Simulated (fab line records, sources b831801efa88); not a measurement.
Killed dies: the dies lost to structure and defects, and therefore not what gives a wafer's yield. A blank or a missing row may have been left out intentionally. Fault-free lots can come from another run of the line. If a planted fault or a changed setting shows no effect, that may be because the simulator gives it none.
Chamber matching || flow sky130 || 4 sister chambers for SKY_SONOS_ONO_ETCH_15 on rieDiel-01
The step etches the open film in CHF3/O2, target depth 19.52 nm, time 7.8 s. 4 wafers are shown with their chamber, then 10 later ones without.

## WAFERS, EACH WITH ITS CHAMBER
{"wafer": "L088.6", "chamber": 3, "drypumpMotorCurrentA (A)": 6.1}
{"wafer": "L090.2", "chamber": 0, "drypumpMotorCurrentA (A)": 5.4}
{"wafer": "L094.1", "chamber": 2, "drypumpMotorCurrentA (A)": 6.1}
{"wafer": "L094.3", "chamber": 1, "drypumpMotorCurrentA (A)": 5.4}

## WAFERS WITHOUT THEIR CHAMBER
{"wafer": "L094.6", "drypumpMotorCurrentA (A)": 6.0}
{"wafer": "L095.1", "drypumpMotorCurrentA (A)": 5.4}
{"wafer": "L095.2", "drypumpMotorCurrentA (A)": 5.4}
{"wafer": "L095.3", "drypumpMotorCurrentA (A)": 6.2}
{"wafer": "L095.4", "drypumpMotorCurrentA (A)": 6.0}
{"wafer": "L095.5", "drypumpMotorCurrentA (A)": 6.2}
{"wafer": "L095.6", "drypumpMotorCurrentA (A)": 6.0}
{"wafer": "L097.2", "drypumpMotorCurrentA (A)": 5.4}
{"wafer": "L097.3", "drypumpMotorCurrentA (A)": 6.2}
{"wafer": "L097.6", "drypumpMotorCurrentA (A)": 5.4}

## THE CHAMBER EACH PASSED THROUGH
{"wafer": "L094.6", "from the rows above": "can't be placed: 2 or 3", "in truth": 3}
{"wafer": "L095.1", "from the rows above": "can't be placed: 0 or 1", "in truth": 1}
{"wafer": "L095.2", "from the rows above": "can't be placed: 0 or 1", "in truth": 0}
{"wafer": "L095.3", "from the rows above": "can't be placed: 2 or 3", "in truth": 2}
{"wafer": "L095.4", "from the rows above": "can't be placed: 2 or 3", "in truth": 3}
{"wafer": "L095.5", "from the rows above": "can't be placed: 2 or 3", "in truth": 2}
{"wafer": "L095.6", "from the rows above": "can't be placed: 2 or 3", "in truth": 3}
{"wafer": "L097.2", "from the rows above": "can't be placed: 0 or 1", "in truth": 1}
{"wafer": "L097.3", "from the rows above": "can't be placed: 2 or 3", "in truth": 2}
{"wafer": "L097.6", "from the rows above": "can't be placed: 0 or 1", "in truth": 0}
0 of 10 placed correctly. From these rows, 10 cannot be placed; in 10 the true chamber is one of the candidates. Number placed wrongly: 0.
How it was worked out, from the rows above alone: a wafer's distance from a chamber is the root of the sum, over the readings, of the square of ((its reading less the chamber's mean) divided by the reading's scatter). If the next closest chamber is less than 2 further off than the closest, the wafer can't be placed; otherwise it belongs to the closest. Each chamber's mean is taken over the wafers shown for it. The scatter: with one shown wafer a chamber, the root of the mean of the squares of how far each hidden wafer lies from its nearest shown one.
